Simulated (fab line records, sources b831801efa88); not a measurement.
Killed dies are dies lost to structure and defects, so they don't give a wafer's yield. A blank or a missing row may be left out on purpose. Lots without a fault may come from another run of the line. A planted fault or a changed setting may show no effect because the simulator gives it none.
Chamber matching | flow gf180mcu | GF_V2_CMP_26 on cmp-02: 4 sister chambers
The step polishes, stops on SiO2, t overpolish 15 s, target thk 0 nm. 8 wafers are shown with their chamber, then 12 later ones without.

WAFERS WITH THEIR CHAMBER
wafer  | chamber | motor_current_A (A) | time_to_endpoint_s (s)
L083.3 | 1       | 9.8                 | 85
L084.2 | 3       | 10.3                | 85
L084.3 | 0       | 10.3                | 80
L085.1 | 3       | 10.9                | 80
L085.4 | 0       | 10.7                | 80
L087.2 | 2       | 13.5                | 80
L087.3 | 1       | 9.9                 | 84
L087.5 | 2       | 14.1                | 83

WAFERS WITHOUT THEIR CHAMBER
wafer  | motor_current_A (A) | time_to_endpoint_s (s)
L088.2 | 12.8                | 79
L088.3 | 10.3                | 86
L088.5 | 13.6                | 78
L089.1 | 10.0                | 81
L089.4 | 11.2                | 80
L089.6 | 13.2                | 80
L093.1 | 11.0                | 83
L093.4 | 10.7                | 86
L093.5 | 11.0                | 85
L095.2 | 12.9                | 88
L095.3 | 10.8                | 86
L095.6 | 11.2                | 85

WHICH CHAMBER EACH WENT THROUGH
wafer  | from the rows above          | in truth
L088.2 | 2                            | 2
L088.3 | can't be placed: 1 or 3 or 0 | 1
L088.5 | 2                            | 2
L089.1 | can't be placed: 0 or 1 or 3 | 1
L089.4 | can't be placed: 0 or 3      | 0
L089.6 | 2                            | 2
L093.1 | can't be placed: 3 or 0      | 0
L093.4 | can't be placed: 3 or 1 or 0 | 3
L093.5 | can't be placed: 3 or 0 or 1 | 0
L095.2 | 2                            | 2
L095.3 | can't be placed: 3 or 1 or 0 | 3
L095.6 | can't be placed: 3 or 0 or 1 | 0
Placed correctly: 4 of 12. Can't be placed from these rows: 8 (the true chamber is among the candidates in 8). Placed wrongly: 0.
How it was worked out, from the rows above alone: a wafer's distance from a chamber is the root of the sum, over the readings, of the square of ((its reading less the chamber's mean) divided by the reading's scatter). The wafer belongs to the nearest chamber; if the next one is less than 2 further off, it can't be placed. A chamber's mean is the mean of its shown wafers. The scatter: the root of (the sum of the squares of (reading less its chamber's mean) over the shown wafers, divided by (wafers less chambers)).
